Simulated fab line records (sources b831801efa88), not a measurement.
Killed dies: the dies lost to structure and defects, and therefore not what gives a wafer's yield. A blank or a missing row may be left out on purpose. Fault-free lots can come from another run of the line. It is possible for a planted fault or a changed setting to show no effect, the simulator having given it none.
Chamber matching	flow gf180mcu	GF_PASSIVATION_ETCH_11 on rie diel-04: 4 sister chambers
The step etches the open film in CF4/O2, stops on TiN, target depth 1800 nm, time 400 s. 14 wafers are shown with their chamber, then 7 later ones without.

== WAFERS, EACH WITH ITS CHAMBER ==
wafer	chamber	drypump motor current A (A)	cf4 flow sccm (sccm)	throttle valve pct (%)
L078.1	0	5.6	80.26	5.965
L078.2	3	5.8	79.80	5.943
L078.3	1	6.5	79.66	5.955
L079.1	0	5.6	80.24	5.960
L079.2	1	6.5	80.10	5.958
L079.3	3	5.8	79.92	5.958
L080.3	2	5.5	79.67	5.950
L080.4	0	5.6	79.76	5.949
L080.6	0	5.6	79.81	5.939
L084.1	1	6.5	79.57	5.951
L084.2	0	5.6	79.96	5.958
L084.3	2	5.6	79.72	5.949
L085.3	1	6.5	80.12	5.954
L085.4	3	5.8	79.75	5.954

SIGNATURES, as means of the wafers listed above
reading	chamber 0	chamber 1	chamber 2	chamber 3	scatter within a chamber
drypump motor current A	5.600	6.500	5.550	5.800	0.0224
cf4 flow sccm	80.0060	79.8625	79.6950	79.8233	0.22
throttle valve pct	5.95420	5.95450	5.94950	5.95167	0.00754
Rule: for a wafer and a chamber, the distance is found by dividing, reading by reading, the gap between the wafer's reading and the chamber's mean by the reading's scatter, squaring, summing and taking the root. The wafer belongs to the nearest chamber; if the next one is less than 2 further off, it can't be placed. How the scatter is found: for the shown wafers, subtract from each reading the mean of its chamber, square and add these, divide the total by (wafers less chambers), then take the root.

== WAFERS MISSING THEIR CHAMBER ==
wafer	drypump motor current A (A)	cf4 flow sccm (sccm)	throttle valve pct (%)
L085.6	5.5	80.01	5.946
L091.1	5.8	79.88	5.963
L091.3	5.6	80.67	5.957
L091.6	5.6	79.78	5.973
L094.1	6.5	80.21	5.962
L094.3	5.8	80.05	5.965
L094.4	5.6	79.77	5.970

== WHICH CHAMBER EACH ONE RAN IN ==
wafer	from the rows above	in truth
L085.6	can't be placed: 2 or 0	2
L091.1	3	3
L091.3	0	0
L091.6	can't be placed: 0 or 2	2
L094.1	1	1
L094.3	3	3
L094.4	can't be placed: 0 or 2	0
Correctly placed: 4 of 7. These rows do not allow placing 3 (true chamber among the candidates in 3). Placed wrongly: 0.
